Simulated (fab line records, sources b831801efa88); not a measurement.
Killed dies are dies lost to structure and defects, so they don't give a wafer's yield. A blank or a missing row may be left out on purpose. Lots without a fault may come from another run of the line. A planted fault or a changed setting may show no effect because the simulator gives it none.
fab line records | flow sfq_line
record lots=5 wafers=15 last_day=92
route steps=325 shown M7@295 I7@296 M8@311
lots that met no fault: from a run of the same line without faults
start_h: hours from the record's first day to the start of the lot's first wafer shown | wait_h: hours since the lot's step before | " the same as in the row above | L1.1+2: a row that stands for several wafers | - no value, or no start given | * or withheld: withheld | < > ~ a bound
route shown NAME@n: a module of which the file shows steps, and the number in the route of the first | usual: mean/standard deviation of fault-free wafers | same: alike in all rows | chamber/n: place in a boat | sites: the reading at each site | _std_site: their standard deviation | _edge_site: outer sites' mean less inner sites' | radius_mm: how far each site lies from the wafer's centre | mask NAME#n: copy n | behind: the tool/chamber that last shaped the wafer | hold: why the lot was held/for how many hours/how that ended | device: the transistor (n, p or np) that didn't switch | end of line: the same wafers' tests at the end of the route | a step without rows: its recipe alone | killed: dies lost to structure and defects at the first sort, not the wafer's yield | map: a wafer's dies, x killed, . not, _ none there
set.NAME: the setting as run; set.NAME@STEP: as run at that earlier step | model.NAME: the simulator's own value behind a step, which no gauge read
lots at some steps of the route; a table a step, a row a wafer
services: from which hour (start_h, from the record's first day; less than 0 if before it) a tool's chamber was out of use, for how many hours, and why
## steps
# step SFQ_TRILAYER_M7_STRIP_SOLV_CLEAN_182
# recipe chemistry=NMP temp_c=70 time_s=600
# columns lot.wafer tool chamber start_h wait_h
L076.4+5+6 wet_bench-01 0,3,4 1975.00 0.2
L086.1+2+4 wet_bench-01 1,3,6 2005.10 0.4
L093.1+3+6 wet_bench-04 2,6,4 2107.03 0.4
L094.2+3+5 wet_bench-04 6,1,0 2175.14 0.8
L097.2+4+6 wet_bench-04 6,1,7 2183.96 0.4
# step SFQ_TRILAYER_I7_DEP_PECVD_183
# recipe material=SiO2 temp_c=150 time_s=111.11 pressure_torr=2.4 rf_w=183.3 precursor=SiH4/N2O target_thk_nm=500
# usual heater_power_outer_w=32/13 heater_power_w=88/21 throttle_valve_pct=25.1/1.7
# columns lot.wafer tool chamber start_h wait_h heater_power_outer_w heater_power_w throttle_valve_pct
L076.4 pecvd-03 1 1975.21 0.0 31 90 24.1
L076.5 " 0 " " 12 57 24.7
L076.6 " 2 " " 34 88 27.1
L086.1 pecvd-01 0 2005.27 0.0 14 54 24.7
L086.2 " 1 " " 45 123 27.2
L086.4 " 2 " " 30 88 27.3
L093.1 pecvd-03 1 2107.21 0.0 29 84 23.9
L093.3 " 2 " " 35 94 27.4
L093.6 " 1 " " 31 88 24.1
L094.2 pecvd-01 0 2175.32 0.0 13 52 25.4
L094.3 " 1 " " 42 117 27.9
L094.5 " 0 " " 14 51 25.2
L097.2 pecvd-03 0 2184.13 0.0 17 67 24.7
L097.4 " 0 " " 18 68 24.8
L097.6 " 1 " " 34 93 24.2
# step SFQ_TRILAYER_I7_CMP_CMP_184
# recipe material=SiO2 down_force_psi=3 platen_rpm=60 pad_velocity_m_s=0.94248
# usual motor_current_A=10.6/0.83 time_to_endpoint_s=211/6.9
# columns lot.wafer tool chamber start_h wait_h motor_current_A time_to_endpoint_s
L076.4 cmp-02 0 1975.76 0.5 10.9 214
L076.6 " 3 1977.26 2.0 10.9 213
L076.5 " 0 " " 11.1 217
L086.1 cmp-02 3 2005.63 0.3 11.4 204
L086.2 " 0 " " 10.8 200
L086.4 " 1 " " 11.8 212
L093.1 cmp-01 3 2107.79 0.5 9.8 206
L093.3 " 0 " " 11.3 208
L093.6 " 2 2109.29 2.0 10.5 217
L094.2 cmp-02 1 2177.64 2.3 11.2 193
L094.3 " 3 2178.64 3.3 11.2 205
L094.5 " 1 2179.64 4.2 11.5 210
L097.2 cmp-02 2 2189.14 5.0 10.8 216
L097.4 " 0 2190.14 5.9 11.1 227
L097.6 " 2 2191.14 6.9 10.3 219
# step SFQ_I7_BOW_MEAS_946
# recipe mode=bow
# usual I7_BOW=8/12
# columns lot.wafer tool chamber start_h wait_h I7_BOW[um]
L076.4 film_metro-03 - 1978.32 2.1 11
L076.5 " - " " 7
L076.6 " - " " 7
L086.1 film_metro-02 - 2008.63 2.5 -3
L086.2 " - " " 10
L086.4 " - " " 8
L093.1 film_metro-01 - 2110.29 2.0 18
L093.3 " - " " 22
L093.6 " - " " 20
L094.2 film_metro-03 - 2180.16 2.0 -3
L094.3 " - " " -3
L094.5 " - " " 9
L097.2 film_metro-03 - 2192.16 2.5 12
L097.4 " - " " 14
L097.6 " - " " 8
# step SFQ_TRILAYER_I7_METRO_MEASURE_185
# usual thk_nm=199.5/0.96
# columns lot.wafer tool chamber start_h wait_h thk_nm
L076.4 film_metro-03 - 1978.98 0.6 199.1
L076.5 " - " " 198.7
L076.6 " - " " 198.0
L086.1 film_metro-02 - 2008.75 0.1 198.6
L086.2 " - " " 199.4
L086.4 " - " " 199.1
L093.1 film_metro-01 - 2110.41 0.1 200.3
L093.3 " - " " 199.9
L093.6 " - " " 199.8
L094.2 film_metro-03 - 2180.46 0.3 198.2
L094.3 " - " " 199.5
L094.5 " - " " 200.2
L097.2 film_metro-03 - 2192.46 0.3 199.1
L097.4 " - " " 200.2
L097.6 " - " " 200.7
# step SFQ_TRILAYER_I7_VIA_LITHO_COAT_192
# recipe resist=BARC spin_rpm=3000 resist_thk_nm=62
# usual spin_speed_rpm=3000.4/1.9
# columns lot.wafer tool chamber start_h wait_h spin_speed_rpm
L076.4 litho_track-01 0 1979.73 0.6 3003.6
L076.5 " 0 " " 3001.8
L076.6 " 0 " " 3000.7
L086.1 litho_track-01 0 2009.95 1.0 3003.8
L086.2 " 0 " " 3004.0
L086.4 " 0 " " 3001.7
L093.1 litho_track-01 0 2111.61 1.0 3001.7
L093.3 " 0 " " 3000.4
L093.6 " 0 " " 3001.0
L094.2 litho_track-02 0 2181.51 0.8 2998.8
L094.3 " 0 " " 2998.7
L094.5 " 0 " " 2999.2
L097.2 litho_track-02 0 2193.51 0.8 3003.5
L097.4 " 0 " " 2999.4
L097.6 " 0 " " 3001.5
# step SFQ_TRILAYER_I7_VIA_LITHO_COAT_187
# recipe resist=KrF spin_rpm=3000 resist_thk_nm=650
# usual spin_speed_rpm=3000.1/1.7
# columns lot.wafer tool chamber start_h wait_h spin_speed_rpm
L076.4 litho_track-01 0 1980.03 0.2 3001.2
L076.5 " 0 " " 2999.0
L076.6 " 0 " " 2999.3
L086.1 litho_track-01 0 2010.25 0.2 3000.4
L086.2 " 0 " " 3000.4
L086.4 " 0 " " 3002.4
L093.1 litho_track-01 0 2111.91 0.2 3004.3
L093.3 " 0 " " 3000.1
L093.6 " 0 " " 3002.7
L094.2 litho_track-02 0 2181.81 0.2 2998.5
L094.3 " 0 " " 2998.7
L094.5 " 0 " " 2998.7
L097.2 litho_track-02 0 2193.81 0.2 2998.8
L097.4 " 0 " " 3000.1
L097.6 " 0 " " 2998.9
# step SFQ_TRILAYER_I7_VIA_LITHO_SOFTBAKE_191
# recipe temp_c=withheld time_s=withheld resist=KrF
# columns lot.wafer tool chamber start_h wait_h
L076.4+5+6 litho_track-01 0 1980.25 0.2
L086.1+2+4 litho_track-01 0 2010.55 0.2
L093.1+3+6 litho_track-01 0 2112.21 0.2
L094.2+3+5 litho_track-02 0 2182.08 0.2
L097.2+4+6 litho_track-02 0 2194.08 0.2
# step SFQ_TRILAYER_I7_VIA_LITHO_EXPOSE_188
# recipe mask_id=I7 na=0.6 source_shape=conventional sigma_outer=0.65 target_cd_nm=1000 dose_mj=21.3
# usual reticle_temp_C=23.02/0.12
# columns lot.wafer tool chamber start_h wait_h mask reticle_temp_C
L076.4 krf_scanner-01 0 1981.97 - I7#0 22.96
L076.5 " 0 " " I7#0 22.90
L076.6 " 0 " " I7#0 22.98
L086.1 krf_scanner-01 0 2019.57 - I7#0 23.00
L086.2 " 0 " " I7#0 23.09
L086.4 " 0 " " I7#0 23.08
L093.1 krf_scanner-01 0 2134.26 - I7#0 23.00
L093.3 " 0 " " I7#0 23.08
L093.6 " 0 " " I7#0 23.01
L094.2 krf_scanner-01 0 2182.89 - I7#0 22.97
L094.3 " 0 " " I7#0 22.99
L094.5 " 0 " " I7#0 23.27
L097.2 krf_scanner-01 0 2197.30 - I7#0 23.08
L097.4 " 0 " " I7#0 23.19
L097.6 " 0 " " I7#0 23.14
# step SFQ_TRILAYER_I7_VIA_LITHO_PEB_190
# recipe peb_temp_c=115 peb_time_s=60 resist=KrF
# same peb_time_s=60
# columns lot.wafer tool chamber start_h wait_h
L076.4+5+6 litho_track-02 0 1982.65 0.5
L086.1+2+4 litho_track-02 0 2020.77 1.0
L093.1+3+6 litho_track-01 0 2135.46 1.0
L094.2+3+5 litho_track-02 0 2183.91 0.8
L097.2+4+6 litho_track-02 0 2198.33 0.8
# step SFQ_TRILAYER_I7_VIA_LITHO_DEVELOP_189
# recipe time_s=60 resist=KrF
# columns lot.wafer tool chamber start_h wait_h
L076.4+5+6 litho_track-02 0 1982.80 0.1
L086.1+2+4 litho_track-02 0 2020.92 0.1
L093.1+3+6 litho_track-01 0 2135.61 0.1
L094.2+3+5 litho_track-02 0 2184.06 0.1
L097.2+4+6 litho_track-02 0 2198.48 0.1
# step SFQ_I7_OVL_MEAS_947
# usual I7_OVL=-2/5
# columns lot.wafer tool chamber start_h wait_h I7_OVL[nm]
L076.4 overlay-02 - 1982.89 0.1 -4
L076.5 " - " " -2
L076.6 " - " " 2
L086.1 overlay-02 - 2021.07 0.1 -3
L086.2 " - " " -3
L086.4 " - " " -1
L093.1 overlay-02 - 2135.76 0.1 -3
L093.3 " - " " -7
L093.6 " - " " -9
L094.2 overlay-02 - 2184.19 0.1 -4
L094.3 " - " " -1
L094.5 " - " " -2
L097.2 overlay-01 - 2198.61 0.1 -7
L097.4 " - " " -6
L097.6 " - " " -9
# step SFQ_TRILAYER_I7_VIA_BARC_OPEN_VIA_ETCH_260
# recipe mask_material=PR chemistry=O2 target_depth_nm=125 target=BARC source_w=500 bias_w=80 pressure_mtorr=30 time_s=41.7
# usual drypump_motor_current_A=6.0/0.39 oes_product_au=0.684/0.0044
# columns lot.wafer tool chamber start_h wait_h drypump_motor_current_A oes_product_au rf_hours_counter_h
L076.4 rie_diel-01 1 1982.91 0.0 6.7 0.684 2
L076.5 " 2 " " 5.9 0.689 -
L076.6 " 1 " " 6.7 0.683 -
L086.1 rie_diel-01 2 2021.11 0.0 5.9 0.690 7
L086.2 " 1 " " 6.7 0.683 3
L086.4 " 3 " " 6.3 0.682 5
L093.1 rie_diel-01 1 2135.80 0.0 6.7 0.688 5
L093.3 " 0 " " 5.6 0.683 3
L093.6 " 1 " " 6.7 0.694 -
L094.2 rie_diel-03 3 2184.22 0.0 5.5 0.690 2
L094.3 " 0 " " 6.2 0.684 10
L094.5 " 2 " " 5.9 0.682 -
L097.2 rie_diel-03 0 2198.64 0.0 6.2 0.686 10
L097.4 " 3 " " 5.5 0.684 2
L097.6 " 1 " " 5.9 0.687 -
# step SFQ_TRILAYER_I7_VIA_ETCH_VIA_ETCH_190
# recipe target=SiO2 stop_on=Nb mask_material=PR taper_deg=20 chemistry=CHF3 target_depth_nm=260 source_w=500 bias_w=80 pressure_mtorr=30 time_s=withheld
# usual drypump_motor_current_A=6.0/0.39 oes_product_au=0.853/0.0055
# columns lot.wafer tool chamber start_h wait_h drypump_motor_current_A oes_product_au
L076.4 rie_diel-01 1 1982.95 0.0 6.7 0.860
L076.5 " 2 " " 5.9 0.856
L076.6 " 1 " " 6.7 0.846
L086.1 rie_diel-01 2 2021.15 0.0 5.9 0.842
L086.2 " 1 " " 6.7 0.858
L086.4 " 3 " " 6.4 0.856
L093.1 rie_diel-01 1 2135.84 0.0 6.7 0.850
L093.3 " 0 " " 5.6 0.847
L093.6 " 1 " " 6.7 0.850
L094.2 rie_diel-03 3 2184.26 0.0 5.6 0.846
L094.3 " 0 " " 6.1 0.855
L094.5 " 2 " " 6.0 0.861
L097.2 rie_diel-03 0 2198.68 0.0 6.2 0.852
L097.4 " 3 " " 5.5 0.854
L097.6 " 1 " " 5.9 0.853
# step SFQ_TRILAYER_I7_VIA_STRIP_STRIP_191
# recipe gas=O2 power_w=200 platen_temp_c=40 overash_fraction=0.65 chemistry=O2 pressure_mtorr=50
# usual drypump_motor_current_A=5.64/0.29 oes_product_au=0.999/0.0068 platen_temp_c=40.00/0.1
# columns lot.wafer tool chamber start_h wait_h drypump_motor_current_A oes_product_au platen_temp_c rf_hours_counter_h
L076.4 rie_metal-01 1 1983.26 - 5.74 1.000 40.25 -
L076.5 " 0 " " 5.81 1.008 40.05 -
L076.6 " 1 " " 5.72 0.996 40.21 -
L086.1 rie_metal-02 1 2021.26 - 5.77 1.006 39.97 29
L086.2 " 1 " " 5.75 0.992 40.24 -
L086.4 " 1 " " 5.75 0.995 40.11 -
L093.1 rie_metal-04 0 2135.95 - 5.17 0.999 39.97 112
L093.3 " 1 " " 5.32 1.002 39.92 -
L093.6 " 0 " " 5.17 1.003 39.95 -
L094.2 rie_metal-04 1 2184.37 - 5.33 1.008 39.98 98
L094.3 " 0 " " 5.18 1.003 39.73 -
L094.5 " 0 " " 5.18 1.003 39.77 -
L097.2 rie_metal-04 1 2198.79 - 5.33 1.002 39.99 102
L097.4 " 1 " " 5.34 1.002 40.05 -
L097.6 " 1 " " 5.35 0.996 39.98 -
# step SFQ_TRILAYER_I7_VIA_STRIP_SOLV_CLEAN_192
# recipe chemistry=NMP temp_c=70 time_s=600
# columns lot.wafer tool chamber start_h wait_h
L076.4+5+6 wet_bench-04 4,5,7 1983.66 0.2
L086.1+2+4 wet_bench-03 1,0,3 2022.46 1.0
L093.1+3+6 wet_bench-04 7,4,5 2136.55 0.4
L094.2+3+5 wet_bench-02 2,1,5 2184.97 0.4
L097.2+4+6 wet_bench-04 4,0,5 2199.39 0.4
# step SFQ_TRILAYER_M8_LITHO_LOR_COAT_197
# recipe resist=lift-off spin_rpm=3000
# usual spin_speed_rpm=3000.1/1.7
# columns lot.wafer tool chamber start_h wait_h spin_speed_rpm
L076.4 litho_track-01 0 1983.99 0.1 2999.9
L076.5 " 0 " " 3000.8
L076.6 " 0 " " 3000.2
L086.1 litho_track-04 0 2022.64 0.0 2999.4
L086.2 " 0 " " 3000.8
L086.4 " 0 " " 2999.9
L093.1 litho_track-04 0 2136.74 0.0 2998.2
L093.3 " 0 " " 2998.8
L093.6 " 0 " " 2999.8
L094.2 litho_track-01 0 2185.20 0.1 2999.5
L094.3 " 0 " " 2999.9
L094.5 " 0 " " 2999.8
L097.2 litho_track-01 0 2199.62 0.1 3000.2
L097.4 " 0 " " 2997.5
L097.6 " 0 " " 2996.9
# step SFQ_TRILAYER_M8_LITHO_LOR_BAKE_198
# recipe resist=lift-off temp_c=withheld time_s=withheld
# columns lot.wafer tool chamber start_h wait_h
L076.4+5+6 litho_track-01 0 1984.41 0.4
L086.1+2+4 litho_track-04 0 2022.94 0.2
L093.1+3+6 litho_track-04 0 2137.04 0.2
L094.2+3+5 litho_track-01 0 2185.54 0.3
L097.2+4+6 litho_track-01 0 2199.96 0.3
# step SFQ_TRILAYER_M8_LITHO_COAT_193
# recipe resist=KrF spin_rpm=3000 resist_thk_nm=600
# usual spin_speed_rpm=3000.0/1.9
# columns lot.wafer tool chamber start_h wait_h spin_speed_rpm
L076.4 litho_track-01 0 - - 3003.1
L076.5 " 0 " " 2999.4
L076.6 " 0 " " 3000.2
L086.1 litho_track-04 0 - - 3000.8
L086.2 " 0 " " 2994.8
L086.4 " 0 " " 2998.5
L093.1 litho_track-04 0 - - 3002.3
L093.3 " 0 " " 3000.9
L093.6 " 0 " " 3002.1
L094.2 litho_track-01 0 - - 3001.3
L094.3 " 0 " " 3000.6
L094.5 " 0 " " 3000.4
L097.2 litho_track-01 0 - - 2999.4
L097.4 " 0 " " 2999.3
L097.6 " 0 " " 3000.8
# step SFQ_TRILAYER_M8_LITHO_SOFTBAKE_199
# recipe temp_c=withheld time_s=withheld resist=KrF
# columns lot.wafer tool chamber start_h wait_h
L076.4+5+6 litho_track-01 0 - -
L086.1+2+4 litho_track-04 0 - -
L093.1+3+6 litho_track-04 0 - -
L094.2+3+5 litho_track-01 0 - -
L097.2+4+6 litho_track-01 0 - -
# step SFQ_TRILAYER_M8_LITHO_EXPOSE_194
# recipe mask_id=M8 na=0.6 source_shape=conventional sigma_outer=0.65 target_cd_nm=2000 dose_mj=14.4
# usual reticle_temp_C=23.01/0.11
# columns lot.wafer tool chamber start_h wait_h mask reticle_temp_C
L076.4 krf_scanner-01 0 1986.77 - M8#0 22.98
L076.5 " 0 " " M8#0 22.82
L076.6 " 0 " " M8#0 23.09
L086.1 krf_scanner-01 0 2035.17 - M8#0 23.10
L086.2 " 0 " " M8#0 23.06
L086.4 " 0 " " M8#0 22.95
L093.1 krf_scanner-01 0 2138.06 - M8#0 23.21
L093.3 " 0 " " M8#0 23.16
L093.6 " 0 " " M8#0 23.16
L094.2 krf_scanner-01 0 2187.70 - M8#0 22.94
L094.3 " 0 " " M8#0 22.94
L094.5 " 0 " " M8#0 22.84
L097.2 krf_scanner-01 0 2209.30 - M8#0 23.09
L097.4 " 0 " " M8#0 22.92
L097.6 " 0 " " M8#0 22.91
# step SFQ_TRILAYER_M8_LITHO_PEB_196
# recipe peb_temp_c=115 peb_time_s=60 resist=KrF
# same peb_time_s=60
# columns lot.wafer tool chamber start_h wait_h
L076.4+5+6 litho_track-04 0 1987.45 0.5
L086.1+2+4 litho_track-01 0 2036.37 1.0
L093.1+3+6 litho_track-03 0 2139.26 1.0
L094.2+3+5 litho_track-04 0 2188.73 0.8
L097.2+4+6 litho_track-03 0 2210.33 0.8
# step SFQ_TRILAYER_M8_LITHO_DEVELOP_195
# recipe img_clear_s=15 time_s=55 resist=KrF
# columns lot.wafer tool chamber start_h wait_h
L076.4+5+6 litho_track-04 0 1987.60 0.1
L086.1+2+4 litho_track-01 0 2036.52 0.1
L093.1+3+6 litho_track-03 0 2139.41 0.1
L094.2+3+5 litho_track-04 0 2188.88 0.1
L097.2+4+6 litho_track-03 0 2210.48 0.1
# step SFQ_M8_OVL_MEAS_948
# usual M8_OVL=-5/6
# columns lot.wafer tool chamber start_h wait_h M8_OVL[nm]
L076.4 overlay-01 - 1987.68 0.1 -13
L076.5 " - " " -4
L076.6 " - " " -15
L086.1 overlay-02 - 2036.67 0.1 -2
L086.2 " - " " 0
L086.4 " - " " 5
L093.1 overlay-01 - 2139.55 0.1 9
L093.3 " - " " 6
L093.6 " - " " -3
L094.2 overlay-01 - 2189.00 0.1 -7
L094.3 " - " " 2
L094.5 " - " " 1
L097.2 overlay-01 - 2210.60 0.1 -14
L097.4 " - " " -11
L097.6 " - " " -10
# step SFQ_TRILAYER_M8_DEP_EVAP_197
# recipe material=Ti angular_spread_deg=1 target_thk_nm=20 time_s=100 power_w=2000
# columns lot.wafer tool chamber start_h wait_h
L076.4+5+6 pvd_sputter-01 - 1987.70 0.0
L086.1+2+4 pvd_sputter-01 - 2036.70 0.0
L093.1+3+6 pvd_sputter-02 - 2139.59 0.0
L094.2+3+5 pvd_sputter-01 - 2189.03 0.0
L097.2+4+6 pvd_sputter-02 - 2210.63 0.0
# step SFQ_TRILAYER_M8_DEP_EVAP_198
# recipe material=Pt angular_spread_deg=1 target_thk_nm=50 time_s=250 power_w=2000
# columns lot.wafer tool chamber start_h wait_h
L076.4+5+6 pvd_sputter-01 - 1987.77 0.0
L086.1+2+4 pvd_sputter-01 - 2036.77 0.0
L093.1+3+6 pvd_sputter-02 - 2139.66 0.0
L094.2+3+5 pvd_sputter-01 - 2189.10 0.0
L097.2+4+6 pvd_sputter-02 - 2210.71 0.0
# step SFQ_TRILAYER_M8_DEP_EVAP_196
# recipe material=Au angular_spread_deg=1 target_thk_nm=180 time_s=900 power_w=2000
# columns lot.wafer tool chamber start_h wait_h
L076.4+5+6 pvd_sputter-01 - 1987.93 0.1
L086.1+2+4 pvd_sputter-01 - 2036.93 0.1
L093.1+3+6 pvd_sputter-02 - 2139.81 0.1
L094.2+3+5 pvd_sputter-01 - 2189.26 0.1
L097.2+4+6 pvd_sputter-02 - 2210.89 0.1
# step SFQ_M8_RS_MEAS_949
# recipe thk_meas_gauge=four-point-probe reads=Au_of_TRILAYER_M8_DEP_EVAP_196+Pt_of_TRILAYER_M8_DEP_EVAP_198+Ti_of_TRILAYER_M8_DEP_EVAP_197
# usual M8_AU_RS=0.1539/0.0014
# columns lot.wafer tool chamber start_h wait_h M8_AU_RS[ohm/sq]
L076.4 film_metro-03 - 1988.51 0.3 0.1545
L076.5 " - " " 0.1559
L076.6 " - " " 0.1547
L086.1 film_metro-01 - 2037.45 0.3 0.1543
L086.2 " - " " 0.1546
L086.4 " - " " 0.1542
L093.1 film_metro-03 - 2140.33 0.3 0.1543
L093.3 " - " " 0.1555
L093.6 " - " " 0.1539
L094.2 film_metro-03 - 2189.79 0.3 0.1535
L094.3 " - " " 0.1530
L094.5 " - " " 0.1524
L097.2 film_metro-04 - 2211.49 0.3 0.1557
L097.4 " - " " 0.1561
L097.6 " - " " 0.1557
# step SFQ_M8_THK_MEAS_950
# recipe thk_meas_gauge=xrf reads=Au_of_TRILAYER_M8_DEP_EVAP_196
# usual M8_AU_THK=179.9/1.9
# columns lot.wafer tool chamber start_h wait_h M8_AU_THK[nm]
L076.4 film_metro-03 - 1988.60 0.1 179.5
L076.5 " - " " 178.4
L076.6 " - " " 180.5
L086.1 film_metro-01 - 2037.57 0.1 180.6
L086.2 " - " " 181.2
L086.4 " - " " 181.8
L093.1 film_metro-03 - 2140.45 0.1 179.7
L093.3 " - " " 178.4
L093.6 " - " " 180.7
L094.2 film_metro-03 - 2189.90 0.1 181.3
L094.3 " - " " 180.8
L094.5 " - " " 182.7
L097.2 film_metro-04 - 2211.60 0.1 175.8
L097.4 " - " " 175.6
L097.6 " - " " 176.5
# step SFQ_TRILAYER_M8_LIFTOFF_LIFTOFF_197
# recipe temp_c=80 time_s=600 chemistry=NMP
# columns lot.wafer tool chamber start_h wait_h
L076.4+5+6 wet_bench-03 2,3,6 1988.63 0.0
L086.1+2+4 wet_bench-02 6,7,4 2037.63 0.1
L093.1+3+6 wet_bench-02 7,5,3 2140.51 0.1
L094.2+3+5 wet_bench-01 3,0,2 2189.95 0.0
L097.2+4+6 wet_bench-02 2,0,4 2211.65 0.0
# step SFQ_M8_BOW_MEAS_951
# recipe mode=bow
# usual M8_BOW=8/12
# columns lot.wafer tool chamber start_h wait_h M8_BOW[um]
L076.4 film_metro-04 - 1988.86 0.1 13
L076.5 " - " " 9
L076.6 " - " " 9
L086.1 film_metro-04 - 2037.98 0.0 -4
L086.2 " - " " 11
L086.4 " - " " 9
L093.1 film_metro-04 - 2140.69 0.0 19
L093.3 " - " " 23
L093.6 " - " " 22
L094.2 film_metro-01 - 2190.16 0.0 -1
L094.3 " - " " -2
L094.5 " - " " 12
L097.2 film_metro-01 - 2211.84 0.0 15
L097.4 " - " " 16
L097.6 " - " " 9
## services
# columns tool chamber start_h hours kind
krf_scanner-01 - 1963.94 0.8 pm
krf_scanner-01 - 1973.87 1.3 pm
film_metro-03 - 1982.46 0.4 pm
wet_bench-04 - 1986.30 1.2 repair
krf_scanner-01 - 1996.97 1.0 pm
rie_diel-01 0 2030.32 4.5 repair
krf_scanner-01 - 2060.26 6.4 repair
cmp-02 - 2061.81 11.5 pm
cmp-02 - 2073.29 4.9 pm
rie_diel-01 - 2073.84 1.9 repair
wet_bench-01 - 2080.55 2.9 repair
pecvd-03 - 2083.85 3.1 repair
cmp-02 - 2111.98 4.0 pm
rie_diel-03 - 2123.32 2.8 pm
cmp-02 - 2129.68 0.6 repair
cmp-02 - 2144.10 2.5 repair
rie_diel-03 - 2149.45 0.3 repair
krf_scanner-01 - 2149.55 1.3 pm
rie_diel-01 3 2151.64 5.6 repair
rie_diel-03 1 2152.87 1.6 repair
krf_scanner-01 - 2155.75 6.0 repair
cmp-02 - 2162.19 0.6 repair
krf_scanner-01 - 2164.85 1.0 pm
rie_diel-03 1 2173.43 9.5 repair
## key
fault none
